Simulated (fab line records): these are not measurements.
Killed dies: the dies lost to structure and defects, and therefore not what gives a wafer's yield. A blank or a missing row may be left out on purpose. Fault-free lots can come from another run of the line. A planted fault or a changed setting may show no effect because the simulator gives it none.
fab line records ; flow gf180mcu
record: lots: 5; wafers: 23
route steps=602 shown STI@2 DNWELL@40 NWELL@50 LVPWELL@63 MVSD@76 MVPSD@86 VT_IMPLANT@120 POLY_GATE@157 HV_LDD@178
start_h: start of the lot's first displayed wafer, in hours after the record's first day ; wait_h: hours since the lot's step before ; " the same as in the row above ; L1.1+2: one row covering several wafers at once ; - no value present, or no start provided ; * or withheld: withheld ; < > ~ a bound
route shown NAME@n: names a module that has steps shown in the file, with the first one's number in the route ; usual: mean/standard deviation taken from wafers without a fault ; same: alike in all rows ; chamber/n: place in a boat ; sites: per-site readings ; _std_site: standard deviation of those values ; _edge_site: the outer-site mean with the inner-site mean subtracted ; radius_mm: how far each site lies from the wafer's centre ; mask NAME#n: copy n ; behind: the tool/chamber that last shaped the wafer ; hold: cause of the lot's hold/its duration in hours/its outcome ; device: which transistor (n, p or np) failed to switch ; end of line: the same wafers' tests at the end of the route ; for a step that has no rows: nothing shown but its recipe ; killed: dies lost to structure and defects at the first sort, not the wafer's yield ; map: shows each die of a wafer: x if killed, . if not, _ if none is there
set.NAME: the setting that was run; set.NAME@STEP: the one run at that earlier step ; model.NAME: the simulator's own value behind a step, which no gauge read
lots whose settings were changed on purpose; a table a step, a row a wafer
== steps ==
step: GF_STI_OXIDATION_01
recipe: temp_c: 900; ambient: O2; stabilise_s: 600; purge_s: 300; target_thk_a: 100; ox_time_s: 1418
lot.wafer;tool;chamber;start_h;wait_h;set.ox_time_s;model.SiO2_of_STI_OXIDATION_01.thk_nm
L075.1;-;-;-;1.8;1230;9.256
L075.2;-;-;-;1.8;1230;9.197
L075.4;-;-;-;1.8;1230;9.001
L075.5;-;-;-;1.8;1230;9.283
L075.6;-;-;-;1.8;1230;9.236
L077.1;-;-;-;6.9;1329;9.425
L077.2;-;-;-;6.9;1329;9.514
L077.3;-;-;-;6.9;1329;9.352
L077.4;-;-;-;6.9;1329;9.487
L077.6;-;-;-;6.9;1329;9.482
L078.2;furnace-02;0;31.91;1.9;1418;10
L078.4;furnace-02;0;31.91;1.9;1418;10.07
L078.6;furnace-02;0;31.91;1.9;1418;9.984
L081.2;-;-;-;3.5;1353;9.719
L081.3;-;-;-;3.5;1353;9.721
L081.4;-;-;-;3.5;1353;9.802
L081.5;-;-;-;3.5;1353;9.695
L081.6;-;-;-;3.5;1353;9.592
L082.1;-;-;-;6.7;1418;10.28
L082.2;-;-;-;6.7;1418;10.01
L082.3;-;-;-;6.7;1418;10.12
L082.5;-;-;-;6.7;1418;10.17
L082.6;-;-;-;6.7;1418;10.25
step: GF_STI_PEB_10
recipe: peb_temp_c: 135; peb_time_s: 90; resist: KrF
lot.wafer;tool;chamber;start_h;wait_h;set.peb_time_s
L075.1+4;litho_track-04;0;-;-;90
L075.2+5+6;litho_track-04;0;-;-;83.05
L077.1+4+6;litho_track-04;0;-;-;96.2
L077.2+3;litho_track-04;0;-;-;90
L078.2+4+6;litho_track-03;0;-;-;90
L081.2+3+4+5+6;litho_track-01;0;-;-;90
L082.1+2+3;litho_track-04;0;-;-;80.1
L082.5+6;litho_track-04;0;-;-;90
step: GF_STI_DEVELOP_11
recipe: develop_time_s: 60; dev_temp_c: 21
step: GF_STI_ETCH_13
recipe: chemistry: CHF3/O2; stop_on: Si; over_etch_frac: 0.3; target_depth_a: 2823.1; source_w: 623.2; bias_w: 200; pressure_mtorr: 40; chf3_flow_sccm: 50; O2_flow_sccm: 5; time_s: 112.9
lot.wafer;tool;chamber;start_h;wait_h;set.peb_time_s@STI_PEB_10;model.STI.cd_nm
L075.1;rie_diel-02;3;31.34;0.1;90;218.7
L075.2;rie_diel-02;0;31.34;0.1;83.05;221.1
L075.4;rie_diel-02;2;31.34;0.1;90;219.4
L075.5;rie_diel-02;3;31.34;0.1;83.05;222.5
L075.6;rie_diel-02;0;31.34;0.1;83.05;221.7
L077.1+4;rie_diel-04;2,1;47.40;0.1;96.2;217.3
L077.2;rie_diel-04;3;47.40;0.1;90;219
L077.3;rie_diel-04;0;47.40;0.1;90;220
L077.6;rie_diel-04;3;47.40;0.1;96.2;217.5
L078.2;rie_diel-01;3;47.52;0.1;90;221.5
L078.4;rie_diel-01;1;47.52;0.1;90;220.8
L078.6;rie_diel-01;1;47.52;0.1;90;220.6
L081.2;rie_diel-02;3;62.25;0.1;90;218.4
L081.3+5+6;rie_diel-02;2,0,3;62.25;0.1;90;218.3
L081.4;rie_diel-02;1;62.25;0.1;90;218
L082.1+3;rie_diel-01;1,0;72.44;0.1;80.1;221.3
L082.2;rie_diel-01;2;72.44;0.1;80.1;222.6
L082.5;rie_diel-01;2;72.44;0.1;90;219.3
L082.6;rie_diel-01;3;72.44;0.1;90;220.2
step: GF_STI_WET_ETCH_26
recipe: chemistry: dHF; target_depth_nm: 94; target: SiO2; temp_c: 25; dilution: 10:1; time_s: 188
lot.wafer;tool;chamber;start_h;wait_h;set.temp_c;model.SiO2_of_STI_CVD_23.thk_nm
L075.1;-;-;-;0.1;27.28;423.3
L075.2+6;-;-;-;0.1;27.28;422.1
L075.4;-;-;-;0.1;27.28;422.3
L075.5;-;-;-;0.1;27.28;422.8
L078.2;wet_bench-01;0;54.40;0.2;25;428.5
L078.4;wet_bench-01;0;54.40;0.2;25;430.7
L078.6;wet_bench-01;0;54.40;0.2;25;429
L077.1;-;-;-;0.2;22.84;435.8
L077.2;-;-;-;0.2;22.84;434.5
L077.3;-;-;-;0.2;22.84;432.8
L077.4;-;-;-;0.2;22.84;434.9
L077.6;-;-;-;0.2;22.84;434.4
L081.2;-;-;-;0.1;27.83;420.1
L081.3;-;-;-;0.1;27.83;418.7
L081.4;-;-;-;0.1;27.83;421.3
L081.5;-;-;-;0.1;27.83;420.4
L081.6;-;-;-;0.1;27.83;420
L082.1;-;-;-;0.2;21.57;441.7
L082.2;-;-;-;0.2;21.57;441.6
L082.3;-;-;-;0.2;21.57;441.3
L082.5;-;-;-;0.2;21.57;442.3
L082.6;-;-;-;0.2;21.57;442
step: GF_DNWELL_STRIP_08
recipe: chemistry: O2/N2; power_w: 1400; pressure_mtorr: 1500; platen_temp_c: 250; o2_flow_sccm: 3000; n2_flow_sccm: 300; overash_fraction: 0.5
usual: oes_product_au: 0.722/0.0048; strip_time_to_endpoint_s: 36.98/0.13
lot.wafer;tool;chamber;start_h;wait_h;set.platen_temp_c;oes_product_au;strip_time_to_endpoint_s
L075.1;plasma_asher-02;1;53.46;0.1;250;0.717;37.22
L075.2;plasma_asher-02;0;53.46;0.1;250;0.717;37.06
L075.4;plasma_asher-02;0;53.46;0.1;250;0.720;37.17
L075.5;plasma_asher-02;0;53.46;0.1;250;0.722;37.15
L075.6;plasma_asher-02;1;53.46;0.1;250;0.722;37.23
L078.2;plasma_asher-04;1;74.51;0.1;250;0.719;37.12
L078.4;plasma_asher-04;0;74.51;0.1;250;0.726;37.23
L078.6;plasma_asher-04;0;74.51;0.1;250;0.725;37.16
L077.1;plasma_asher-03;1;74.86;0.1;250;0.739;36.87
L077.2;plasma_asher-03;0;74.86;0.1;253.5;0.755;34.57
L077.3;plasma_asher-03;0;74.86;0.1;250;0.727;36.88
L077.4;plasma_asher-03;1;74.86;0.1;253.5;0.750;34.48
L077.6;plasma_asher-03;1;74.86;0.1;250;0.730;36.79
L081.2;plasma_asher-03;0;83.94;0.1;255.3;0.773;33.47
L081.3;plasma_asher-03;0;83.94;0.1;255.3;0.769;33.49
L081.4;plasma_asher-03;1;83.94;0.1;250;0.718;37.01
L081.5;plasma_asher-03;1;83.94;0.1;250;0.724;36.95
L081.6;plasma_asher-03;0;83.94;0.1;250;0.732;36.89
L082.1;plasma_asher-03;1;93.78;0.1;250;0.723;36.82
L082.2;plasma_asher-03;0;93.78;0.1;250;0.730;36.90
L082.3;plasma_asher-03;0;93.78;0.1;250;0.718;36.96
L082.5;plasma_asher-03;0;93.78;0.1;250;0.719;37.07
L082.6;plasma_asher-03;1;93.78;0.1;250;0.730;36.93
step: GF_NWELL_IMPLANT_08
recipe: species: P; energy_kev: 450; dose_cm2: 1.5e+13; tilt_deg: 0
lot.wafer;tool;chamber;start_h;wait_h;set.dose_cm2
L075.1+2+6;implanter-02;0;64.31;0.0;1.5e+13
L075.4+5;implanter-02;0;64.31;0.0;1.661e+13
L078.2+4+6;implanter-03;0;87.22;0.0;1.5e+13
L077.1+2+3+4+6;implanter-02;0;88.14;0.0;1.5e+13
L081.2+4;implanter-03;0;97.18;0.0;1.5e+13
L081.3+5+6;implanter-03;0;97.18;0.0;1.694e+13
L082.1+2+3+5+6;implanter-02;0;106.83;0.0;1.5e+13
step: GF_NWELL_IMPLANT_09
recipe: species: P; energy_kev: 160; dose_cm2: 4e+12; tilt_deg: 0
lot.wafer;tool;chamber;start_h;wait_h;set.dose_cm2
L075.1+6;implanter-02;0;64.46;0.1;4e+12
L075.2+4+5;implanter-02;0;64.46;0.1;3.677e+12
L078.2+4+6;implanter-03;0;87.37;0.1;4e+12
L077.1+2+3+4+6;implanter-02;0;88.29;0.1;4e+12
L081.2+3+4+5+6;implanter-03;0;97.33;0.1;4e+12
L082.1+3+6;implanter-02;0;106.98;0.1;3.678e+12
L082.2+5;implanter-02;0;106.98;0.1;4e+12
step: GF_NWELL_STRIP_10
recipe: chemistry: O2/N2; power_w: 1400; pressure_mtorr: 1500; platen_temp_c: 250; o2_flow_sccm: 3000; n2_flow_sccm: 300; overash_fraction: 0.5
step: GF_NWELL_TW_MEAS_11
usual: NWELL_TW: 1579/9
lot.wafer;tool;chamber;start_h;wait_h;set.dose_cm2@NWELL_IMPLANT_08;NWELL_TW
L075.1;film_metro-01;-;64.71;0.1;1.5e+13;1579
L075.2;film_metro-01;-;64.71;0.1;1.5e+13;1574
L075.4;film_metro-01;-;64.71;0.1;1.661e+13;1609
L075.5;film_metro-01;-;64.71;0.1;1.661e+13;1607
L075.6;film_metro-01;-;64.71;0.1;1.5e+13;1572
L078.2;film_metro-02;-;87.60;0.1;1.5e+13;1580
L078.4;film_metro-02;-;87.60;0.1;1.5e+13;1575
L078.6;film_metro-02;-;87.60;0.1;1.5e+13;1577
L077.1;film_metro-01;-;88.54;0.1;1.5e+13;1564
L077.2;film_metro-01;-;88.54;0.1;1.5e+13;1560
L077.3;film_metro-01;-;88.54;0.1;1.5e+13;1565
L077.4;film_metro-01;-;88.54;0.1;1.5e+13;1563
L077.6;film_metro-01;-;88.54;0.1;1.5e+13;1572
L081.2;film_metro-02;-;97.67;0.2;1.5e+13;1581
L081.3;film_metro-02;-;97.67;0.2;1.694e+13;1642
L081.4;film_metro-02;-;97.67;0.2;1.5e+13;1573
L081.5;film_metro-02;-;97.67;0.2;1.694e+13;1636
L081.6;film_metro-02;-;97.67;0.2;1.694e+13;1637
L082.1;film_metro-02;-;107.23;0.1;1.5e+13;1586
L082.2;film_metro-02;-;107.23;0.1;1.5e+13;1585
L082.3;film_metro-02;-;107.23;0.1;1.5e+13;1579
L082.5;film_metro-02;-;107.23;0.1;1.5e+13;1590
L082.6;film_metro-02;-;107.23;0.1;1.5e+13;1565
step: GF_LVPWELL_IMPLANT_09
recipe: species: B; energy_kev: 60; dose_cm2: 5e+12; tilt_deg: 0
lot.wafer;tool;chamber;start_h;wait_h;set.energy_kev;model.implant.rp_nm;model.implant.drp_nm
L075.1+4+6;implanter-01;0;76.33;0.1;61.66;195;65.46
L075.2+5;implanter-01;0;76.33;0.1;60;189.1;64.53
L078.2+4+6;implanter-01;0;100.99;0.1;60;188.3;64.53
L077.1+2+6;implanter-01;0;101.96;0.1;63.64;207.2;66.54
L077.3+4;implanter-01;0;101.96;0.1;60;191.7;64.53
L081.2+3+4;implanter-01;0;109.83;0.1;62.62;195.9;65.99
L081.5+6;implanter-01;0;109.83;0.1;60;185.8;64.53
L082.1+2+5;implanter-04;0;121.56;0.1;63.09;207.7;66.24
L082.3+6;implanter-04;0;121.56;0.1;60;194.8;64.53
step: GF_MVSD_STRIP_10
recipe: chemistry: O2/N2; power_w: 1400; pressure_mtorr: 1500; platen_temp_c: 250; o2_flow_sccm: 3000; n2_flow_sccm: 300; overash_fraction: 0.5
usual: oes_product_au: 0.723/0.004; strip_time_to_endpoint_s: 36.97/0.11
lot.wafer;tool;chamber;start_h;wait_h;set.power_w;oes_product_au;strip_time_to_endpoint_s
L075.1;plasma_asher-04;0;89.41;0.1;1400;0.721;36.92
L075.2;plasma_asher-04;1;89.41;0.1;1400;0.726;36.93
L075.4;plasma_asher-04;1;89.41;0.1;1400;0.718;36.98
L075.5;plasma_asher-04;0;89.41;0.1;1400;0.720;36.97
L075.6;plasma_asher-04;1;89.41;0.1;1400;0.724;37.03
L078.2;plasma_asher-04;0;115.01;0.1;1400;0.726;36.98
L078.4;plasma_asher-04;1;115.01;0.1;1400;0.722;36.93
L078.6;plasma_asher-04;1;115.01;0.1;1400;0.720;36.98
L077.1;plasma_asher-01;0;116.31;0.1;1400;0.725;36.99
L077.2;plasma_asher-01;1;116.31;0.1;1343;0.707;38.34
L077.3;plasma_asher-01;1;116.31;0.1;1343;0.701;38.34
L077.4;plasma_asher-01;0;116.31;0.1;1343;0.710;38.32
L077.6;plasma_asher-01;0;116.31;0.1;1400;0.723;37.01
L081.2;plasma_asher-03;0;125.06;0.1;1400;0.715;37.15
L081.3;plasma_asher-03;0;125.06;0.1;1400;0.726;37.10
L081.4;plasma_asher-03;1;125.06;0.1;1400;0.726;37.16
L081.5;plasma_asher-03;0;125.06;0.1;1400;0.725;37.07
L081.6;plasma_asher-03;1;125.06;0.1;1400;0.717;37.17
L082.1;plasma_asher-04;0;137.30;0.1;1270;0.687;40.12
L082.2;plasma_asher-04;1;137.30;0.1;1400;0.724;36.96
L082.3;plasma_asher-04;1;137.30;0.1;1270;0.688;39.99
L082.5;plasma_asher-04;1;137.30;0.1;1270;0.689;39.91
L082.6;plasma_asher-04;0;137.30;0.1;1400;0.719;36.91
step: GF_MVPSD_IMPLANT_08
recipe: species: B; energy_kev: 170; dose_cm2: 1.5e+13; tilt_deg: 0
lot.wafer;tool;chamber;start_h;wait_h;set.dose_cm2
L075.1+2+4+5+6;implanter-02;0;103.38;0.0;1.5e+13
L078.2+4+6;implanter-02;0;130.15;0.0;1.5e+13
L077.1+4+6;implanter-03;0;131.49;0.0;1.424e+13
L077.2+3;implanter-03;0;131.49;0.0;1.5e+13
L081.2+5;implanter-02;0;140.00;0.0;1.448e+13
L081.3+4+6;implanter-02;0;140.00;0.0;1.5e+13
L082.1+5;implanter-02;0;153.61;0.0;1.555e+13
L082.2+3+6;implanter-02;0;153.61;0.0;1.5e+13
step: GF_VT_IMPLANT_IMPLANT_30
recipe: species: B; energy_kev: 25; dose_cm2: 2.534e+12; tilt_deg: 7
lot.wafer;tool;chamber;start_h;wait_h;set.energy_kev;model.implant.rp_nm;model.implant.drp_nm
L075.1+2+4+5+6;implanter-04;0;147.71;0.0;25;81.59;35.62
L078.2+4+6;implanter-03;0;178.47;0.0;25;80.29;35.62
L077.1+2+3+4+6;implanter-04;0;179.18;0.0;25;78.83;35.62
L081.2+6;implanter-03;0;188.83;0.0;25;80.25;35.62
L081.3+4+5;implanter-03;0;188.83;0.0;24.14;77.52;34.19
L082.1+2+5;implanter-03;0;203.58;0.0;27.13;89.44;39.1
L082.3+6;implanter-03;0;203.58;0.0;25;82.52;35.62
step: GF_VT_IMPLANT_IMPLANT_41
recipe: species: As; energy_kev: 70; dose_cm2: 1.013e+12; tilt_deg: 7
lot.wafer;tool;chamber;start_h;wait_h;set.energy_kev;model.implant.rp_nm;model.implant.drp_nm
L075.1+5+6;implanter-03;0;163.01;0.0;70;41.18;18.17
L075.2+4;implanter-03;0;163.01;0.0;68.88;40.62;17.95
L078.2+4+6;implanter-04;0;195.48;0.0;70;42.22;18.17
L077.1+3+4;implanter-04;0;195.98;0.0;68.27;40.77;17.83
L077.2+6;implanter-04;0;195.98;0.0;70;41.65;18.17
L081.2+5+6;implanter-04;0;205.67;0.0;70;41.47;18.17
L081.3+4;implanter-04;0;205.67;0.0;72.41;42.69;18.66
L082.1+3+6;implanter-03;0;221.28;0.0;70;41;18.17
L082.2+5;implanter-03;0;221.28;0.0;71.3;41.65;18.44
step: GF_VT_IMPLANT_STRIP_42
recipe: chemistry: O2/N2; power_w: 1400; pressure_mtorr: 1500; platen_temp_c: 250; o2_flow_sccm: 3000; n2_flow_sccm: 300; overash_fraction: 0.5
step: GF_VT_IMPLANT_RS_MEAS_49
recipe: thk_meas_gauge: four-point-probe
usual: MVPSD_RS: 1166.8/2.9
lot.wafer;tool;chamber;start_h;wait_h;set.dose_cm2@MVPSD_IMPLANT_08;MVPSD_RS[ohm/sq]
L075.1;film_metro-04;-;163.83;0.1;1.5e+13;1169.6
L075.2;film_metro-04;-;163.83;0.1;1.5e+13;1167.5
L075.4;film_metro-04;-;163.83;0.1;1.5e+13;1168.6
L075.5;film_metro-04;-;163.83;0.1;1.5e+13;1166.8
L075.6;film_metro-04;-;163.83;0.1;1.5e+13;1166.5
L078.2;film_metro-01;-;196.30;0.1;1.5e+13;1164.3
L078.4;film_metro-01;-;196.30;0.1;1.5e+13;1162.8
L078.6;film_metro-01;-;196.30;0.1;1.5e+13;1167.2
L077.1;film_metro-04;-;196.80;0.1;1.424e+13;1194.6
L077.2;film_metro-04;-;196.80;0.1;1.5e+13;1168.1
L077.3;film_metro-04;-;196.80;0.1;1.5e+13;1168.1
L077.4;film_metro-04;-;196.80;0.1;1.424e+13;1195.1
L077.6;film_metro-04;-;196.80;0.1;1.424e+13;1200.0
L081.2;film_metro-01;-;206.48;0.1;1.448e+13;1181.8
L081.3;film_metro-01;-;206.48;0.1;1.5e+13;1164.1
L081.4;film_metro-01;-;206.48;0.1;1.5e+13;1165.7
L081.5;film_metro-01;-;206.48;0.1;1.448e+13;1183.7
L081.6;film_metro-01;-;206.48;0.1;1.5e+13;1163.0
L082.1;film_metro-02;-;222.10;0.1;1.555e+13;1148.9
L082.2;film_metro-02;-;222.10;0.1;1.5e+13;1168.8
L082.3;film_metro-02;-;222.10;0.1;1.5e+13;1166.3
L082.5;film_metro-02;-;222.10;0.1;1.555e+13;1146.6
L082.6;film_metro-02;-;222.10;0.1;1.5e+13;1171.7
step: GF_POLY_GATE_CVD_00
recipe: material: poly-Si; target_thk_nm: 200; temp_c: 620; time_s: 1200; pressure_mtorr: 200
lot.wafer;tool;chamber;start_h;wait_h;set.time_s;model.poly-Si_of_POLY_GATE_CVD_00.thk_nm
L075.1;-;-;-;0.0;1200;200.5
L075.2;-;-;-;0.0;1200;201.5
L075.4;-;-;-;0.0;1200;203.3
L075.5;-;-;-;0.0;1200;201.6
L075.6;-;-;-;0.0;1200;203.1
L078.2;lpcvd-01;0;216.95;0.0;1200;198.8
L078.4;lpcvd-01;0;216.95;0.0;1200;200.4
L078.6;lpcvd-01;0;216.95;0.0;1200;201.1
L077.1+2;-;-;-;0.2;1098;180.8
L077.3;-;-;-;0.2;1098;180.4
L077.4;-;-;-;0.2;1098;180
L077.6;-;-;-;0.2;1098;180.6
L081.2+4;-;-;-;0.0;1087;182.2
L081.3;-;-;-;0.0;1087;181.8
L081.5;-;-;-;0.0;1087;181.1
L081.6;-;-;-;0.0;1087;180.2
L082.1;-;-;-;0.2;1294;219
L082.2;-;-;-;0.2;1294;217.4
L082.3;-;-;-;0.2;1294;218.4
L082.5;-;-;-;0.2;1294;218
L082.6;-;-;-;0.2;1294;216.4
step: GF_POLY_GATE_THK_MEAS_01
recipe: reads: poly-Si_of_POLY_GATE_CVD_00
usual: POLY_GATE_CVD_00_THK: 199.9/2
lot.wafer;tool;chamber;start_h;wait_h;set.time_s@POLY_GATE_CVD_00;POLY_GATE_CVD_00_THK[nm]
L075.1;film_metro-04;-;-;-;1200;200.3
L075.2;film_metro-04;-;-;-;1200;201.4
L075.4;film_metro-04;-;-;-;1200;203.3
L075.5;film_metro-04;-;-;-;1200;201.6
L075.6;film_metro-04;-;-;-;1200;203.1
L078.2;film_metro-04;-;218.29;0.0;1200;198.8
L078.4;film_metro-04;-;218.29;0.0;1200;200.5
L078.6;film_metro-04;-;218.29;0.0;1200;201.0
L077.1;film_metro-04;-;-;-;1098;180.8
L077.2;film_metro-04;-;-;-;1098;180.7
L077.3;film_metro-04;-;-;-;1098;180.4
L077.4;film_metro-04;-;-;-;1098;180.0
L077.6;film_metro-04;-;-;-;1098;180.6
L081.2;film_metro-02;-;-;-;1087;182.4
L081.3;film_metro-02;-;-;-;1087;181.9
L081.4;film_metro-02;-;-;-;1087;182.2
L081.5;film_metro-02;-;-;-;1087;181.2
L081.6;film_metro-02;-;-;-;1087;180.1
L082.1;film_metro-03;-;-;-;1294;219.1
L082.2;film_metro-03;-;-;-;1294;217.5
L082.3;film_metro-03;-;-;-;1294;218.5
L082.5;film_metro-03;-;-;-;1294;218.2
L082.6;film_metro-03;-;-;-;1294;216.4
step: GF_HV_LDD_COAT_02
recipe: resist: NOVOLAK; spin_rpm: 3000; resist_thk_nm: 1000
lot.wafer;tool;chamber;start_h;wait_h;set.spin_rpm;model.NOVOLAK_of_HV_LDD_COAT_02.thk_nm
L075.1;litho_track-01;0;213.12;0.1;2880;1021
L075.2;litho_track-01;0;213.12;0.1;2880;1020
L075.4;litho_track-01;0;213.12;0.1;2880;1022
L075.5;litho_track-01;0;213.12;0.1;3000;999.5
L075.6;litho_track-01;0;213.12;0.1;3000;1001
L078.2;litho_track-03;0;246.63;0.1;3000;999.8
L078.4;litho_track-03;0;246.63;0.1;3000;998.3
L078.6;litho_track-03;0;246.63;0.1;3000;998.2
L077.1;litho_track-03;0;247.86;0.1;3000;999.9
L077.2;litho_track-03;0;247.86;0.1;3173;975
L077.3;litho_track-03;0;247.86;0.1;3173;970.9
L077.4;litho_track-03;0;247.86;0.1;3000;1003
L077.6;litho_track-03;0;247.86;0.1;3000;1002
L081.2;litho_track-03;0;262.73;0.1;3159;976
L081.3;litho_track-03;0;262.73;0.1;3159;976.3
L081.4;litho_track-03;0;262.73;0.1;3000;999.1
L081.5;litho_track-03;0;262.73;0.1;3000;1001
L081.6;litho_track-03;0;262.73;0.1;3000;999.3
L082.1;litho_track-02;0;283.89;0.1;3072;987.4
L082.2;litho_track-02;0;283.89;0.1;3072;986.4
L082.3;litho_track-02;0;283.89;0.1;3072;985.6
L082.5;litho_track-02;0;283.89;0.1;3000;995.5
L082.6;litho_track-02;0;283.89;0.1;3000;1000
step: GF_HV_LDD_SOFTBAKE_03
recipe: temp_c: 90; time_s: 60; resist: NOVOLAK
lot.wafer;tool;chamber;start_h;wait_h;set.temp_c
L075.1+6;litho_track-01;0;213.27;0.1;93.11
L075.2+4+5;litho_track-01;0;213.27;0.1;90
L078.2+4+6;litho_track-03;0;246.78;0.1;90
L077.1+3+6;litho_track-03;0;248.01;0.1;88.87
L077.2+4;litho_track-03;0;248.01;0.1;90
L081.2+4+6;litho_track-03;0;262.88;0.1;89.01
L081.3+5;litho_track-03;0;262.88;0.1;90
L082.1+2+3+5+6;litho_track-02;0;284.04;0.1;90
step: GF_HV_LDD_EXPOSE_04
recipe: mask_id: Nplus_LV_AREA; target_cd_nm: 400; na: 0.6; source_shape: conventional; sigma_outer: 0.6; dose_mj: 140
step: GF_HV_LDD_PEB_05
recipe: temp_c: withheld; time_s: *; resist: NOVOLAK
step: GF_HV_LDD_IMPLANT_09
recipe: species: As; energy_kev: 40; dose_cm2: 1e+14; tilt_deg: 7
step: GF_HV_LDD_STRIP_10
recipe: chemistry: O2/N2; power_w: 1400; pressure_mtorr: 1500; platen_temp_c: 250; o2_flow_sccm: 3000; n2_flow_sccm: 300; overash_fraction: 0.5
usual: strip_time_to_endpoint_s: 12.617/0.028
lot.wafer;tool;chamber;start_h;wait_h;set.spin_rpm@HV_LDD_COAT_02;strip_time_to_endpoint_s
L075.1;plasma_asher-03;1;222.51;0.1;2880;12.780
L075.2;plasma_asher-03;0;222.51;0.1;2880;12.790
L075.4;plasma_asher-03;0;222.51;0.1;2880;12.822
L075.5;plasma_asher-03;1;222.51;0.1;3000;12.628
L075.6;plasma_asher-03;0;222.51;0.1;3000;12.546
L078.2;plasma_asher-04;0;255.75;0.1;3000;12.639
L078.4;plasma_asher-04;0;255.75;0.1;3000;12.617
L078.6;plasma_asher-04;1;255.75;0.1;3000;12.612
L077.1;plasma_asher-02;0;257.61;0.1;3000;12.660
L077.2;plasma_asher-02;1;257.61;0.1;3173;12.349
L077.3;plasma_asher-02;1;257.61;0.1;3173;12.334
L077.4;plasma_asher-02;0;257.61;0.1;3000;12.655
L077.6;plasma_asher-02;1;257.61;0.1;3000;12.684
L081.2;plasma_asher-02;0;272.43;0.1;3159;12.384
L081.3;plasma_asher-02;0;272.43;0.1;3159;12.355
L081.4;plasma_asher-02;1;272.43;0.1;3000;12.651
L081.5;plasma_asher-02;0;272.43;0.1;3000;12.641
L081.6;plasma_asher-02;1;272.43;0.1;3000;12.637
L082.1;plasma_asher-04;0;293.58;0.1;3072;12.485
L082.2;plasma_asher-04;1;293.58;0.1;3072;12.468
L082.3;plasma_asher-04;0;293.58;0.1;3072;12.456
L082.5;plasma_asher-04;0;293.58;0.1;3000;12.578
L082.6;plasma_asher-04;1;293.58;0.1;3000;12.636
== key ==
split: step: GF_STI_OXIDATION_01; setting: ox_time_s; stated: 1418; by: lot
response: step: GF_STI_OXIDATION_01; reading: model.SiO2_of_STI_OXIDATION_01.thk_nm; change: +0.0708; per: 1%; r: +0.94
split: step: GF_STI_PEB_10; setting: peb_time_s; stated: 90; by: wafer
response: step: GF_STI_ETCH_13; reading: model.STI.cd_nm; change: -0.248; per: 1%; r: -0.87
split: step: GF_STI_WET_ETCH_26; setting: temp_c; stated: 25; by: lot
response: step: GF_STI_WET_ETCH_26; reading: model.SiO2_of_STI_CVD_23.thk_nm; change: -0.806; per: 1%; r: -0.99
split: step: GF_DNWELL_STRIP_08; setting: platen_temp_c; stated: 250; by: wafer
response: step: GF_DNWELL_STRIP_08; reading: oes_product_au; change: +0.0196; per: 1%; r: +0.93
response: step: GF_DNWELL_STRIP_08; reading: strip_time_to_endpoint_s; change: *; per: 1%; r: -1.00
split: step: GF_NWELL_IMPLANT_08; setting: dose_cm2; stated: 1.5e+13; by: wafer
response: step: GF_NWELL_TW_MEAS_11; reading: NWELL_TW; change: +4.04; per: 1%; r: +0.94
split: step: GF_NWELL_IMPLANT_09; setting: dose_cm2; stated: 4e+12; by: wafer
response none clear
split: step: GF_LVPWELL_IMPLANT_09; setting: energy_kev; stated: 60; by: wafer
response: step: GF_LVPWELL_IMPLANT_09; reading: model.implant.rp_nm; change: +2.45; per: 1%; r: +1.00
response: step: GF_LVPWELL_IMPLANT_09; reading: model.implant.drp_nm; change: +0.333; per: 1%; r: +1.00
split: step: GF_MVSD_STRIP_10; setting: power_w; stated: 1400; by: wafer
response: step: GF_MVSD_STRIP_10; reading: oes_product_au; change: +0.0037; per: 1%; r: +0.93
response: step: GF_MVSD_STRIP_10; reading: strip_time_to_endpoint_s; change: *; per: 1%; r: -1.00
split: step: GF_MVPSD_IMPLANT_08; setting: dose_cm2; stated: 1.5e+13; by: wafer
response: step: GF_VT_IMPLANT_RS_MEAS_49; reading: MVPSD_RS; change: -5.6; per: 1%; r: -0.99
split: step: GF_VT_IMPLANT_IMPLANT_30; setting: energy_kev; stated: 25; by: wafer
response: step: GF_VT_IMPLANT_IMPLANT_30; reading: model.implant.rp_nm; change: +0.809; per: 1%; r: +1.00
response: step: GF_VT_IMPLANT_IMPLANT_30; reading: model.implant.drp_nm; change: +0.41; per: 1%; r: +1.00
split: step: GF_VT_IMPLANT_IMPLANT_41; setting: energy_kev; stated: 70; by: wafer
response: step: GF_VT_IMPLANT_IMPLANT_41; reading: model.implant.rp_nm; change: +0.354; per: 1%; r: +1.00
response: step: GF_VT_IMPLANT_IMPLANT_41; reading: model.implant.drp_nm; change: +0.14; per: 1%; r: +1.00
split: step: GF_POLY_GATE_CVD_00; setting: time_s; stated: 1200; by: lot
response: step: GF_POLY_GATE_CVD_00; reading: model.poly-Si_of_POLY_GATE_CVD_00.thk_nm; change: +2.2; per: 1%; r: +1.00
response: step: GF_POLY_GATE_THK_MEAS_01; reading: POLY_GATE_CVD_00_THK; change: +2.2; per: 1%; r: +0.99
split: step: GF_HV_LDD_COAT_02; setting: spin_rpm; stated: 3000; by: wafer
response: step: GF_HV_LDD_COAT_02; reading: model.NOVOLAK_of_HV_LDD_COAT_02.thk_nm; change: -4.82; per: 1%; r: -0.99
response: step: GF_HV_LDD_STRIP_10; reading: strip_time_to_endpoint_s; change: *; per: 1%; r: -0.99
split: step: GF_HV_LDD_SOFTBAKE_03; setting: temp_c; stated: 90; by: wafer
response none clear
